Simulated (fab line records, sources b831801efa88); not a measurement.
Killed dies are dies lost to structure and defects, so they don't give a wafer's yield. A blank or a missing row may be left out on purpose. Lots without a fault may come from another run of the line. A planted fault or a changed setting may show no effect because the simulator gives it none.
Chamber matching | flow sky130 | SKY_VIA3_ETCH_14 on rie_diel-03: 4 sister chambers
The step etches BARC in N2/H2, stops on SiO2, time 45.9 s, target depth 60 nm. 8 wafers are shown with their chamber, then 7 later ones without.

WAFERS WITH THEIR CHAMBER
wafer  | chamber | drypump_motor_current_A (A) | throttle_valve_pct (%)
L774.1 | 3       | 4.8                         | 13.224
L774.5 | 3       | 4.8                         | 13.236
L777.5 | 2       | 5.2                         | 13.223
L778.2 | 2       | 5.2                         | 13.236
L778.4 | 1       | 6.7                         | 13.222
L778.6 | 0       | 5.6                         | 13.229
L779.3 | 0       | 5.6                         | 13.227
L779.4 | 1       | 6.8                         | 13.232

WAFERS WITHOUT THEIR CHAMBER
wafer  | drypump_motor_current_A (A) | throttle_valve_pct (%)
L779.6 | 5.6                         | 13.235
L781.1 | 5.6                         | 13.230
L781.5 | 4.8                         | 13.232
L781.6 | 5.2                         | 13.221
L788.1 | 4.8                         | 13.229
L788.4 | 5.2                         | 13.228
L788.5 | 5.6                         | 13.224

WHICH CHAMBER EACH WENT THROUGH
wafer  | from the rows above | in truth
L779.6 | 0                   | 0
L781.1 | 0                   | 0
L781.5 | 3                   | 3
L781.6 | 2                   | 2
L788.1 | 3                   | 3
L788.4 | 2                   | 2
L788.5 | 0                   | 0
Placed correctly: 7 of 7. Can't be placed from these rows: 0. Placed wrongly: 0.
How it was worked out, from the rows above alone: a wafer's distance from a chamber is the root of the sum, over the readings, of the square of ((its reading less the chamber's mean) divided by the reading's scatter). The wafer belongs to the nearest chamber; if the next one is less than 2 further off, it can't be placed. A chamber's mean is the mean of its shown wafers. The scatter: the root of (the sum of the squares of (reading less its chamber's mean) over the shown wafers, divided by (wafers less chambers)).
